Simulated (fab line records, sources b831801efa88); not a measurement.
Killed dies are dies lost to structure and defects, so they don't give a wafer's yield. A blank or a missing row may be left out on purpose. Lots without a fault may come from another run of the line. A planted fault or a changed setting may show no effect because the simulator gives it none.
Which tool did it? | flow sfq_line | 7 lots, 21 wafers sampled, at 1 step of a route of 325

WHAT THE GAUGES READ, wafer by wafer
SFQ_M6_OVL_MEAS_940.
lot  | measured     | on         | M6_OVL (nm)
L959 | day 78 20:34 | overlay-02 | 6 2 -5
L962 | day 79 04:31 | overlay-02 | -2 -1 -7
L967 | day 79 15:19 | overlay-01 | -6 -7 -7
L971 | day 80 02:14 | overlay-02 | -11 -1 -12
L975 | day 84 19:29 | overlay-02 | 5 -7 -12
L977 | day 85 18:16 | overlay-02 | 1 -3 1
L980 | day 86 03:52 | overlay-02 | -3 -7 -5

WHICH TOOL RAN EACH LOT (tool, then ch and the chambers of the sampled wafers, then the start)
The record holds no process step before these readings.

THE ANSWER, worked out from the rows above alone
Rule: what is usual is taken from the lots themselves. Put in order of their means at a reading, lots are off if they are a third of the lots or fewer, leave a main group of 4 or more, and stand apart from it by a gap of 3 or more times the standard deviation of the main group's means; of several such gaps the widest counts. A main group whose means are all the same, to the digits that the tables above print for the reading, isn't used. A lot without any number at a reading at which 4 lots or more have one is off too. The other lots that the step has rows for count as sound.
No lot is off at any reading shown: from this, nothing can be told.

WHAT THE SIMULATOR HAD PUT IN
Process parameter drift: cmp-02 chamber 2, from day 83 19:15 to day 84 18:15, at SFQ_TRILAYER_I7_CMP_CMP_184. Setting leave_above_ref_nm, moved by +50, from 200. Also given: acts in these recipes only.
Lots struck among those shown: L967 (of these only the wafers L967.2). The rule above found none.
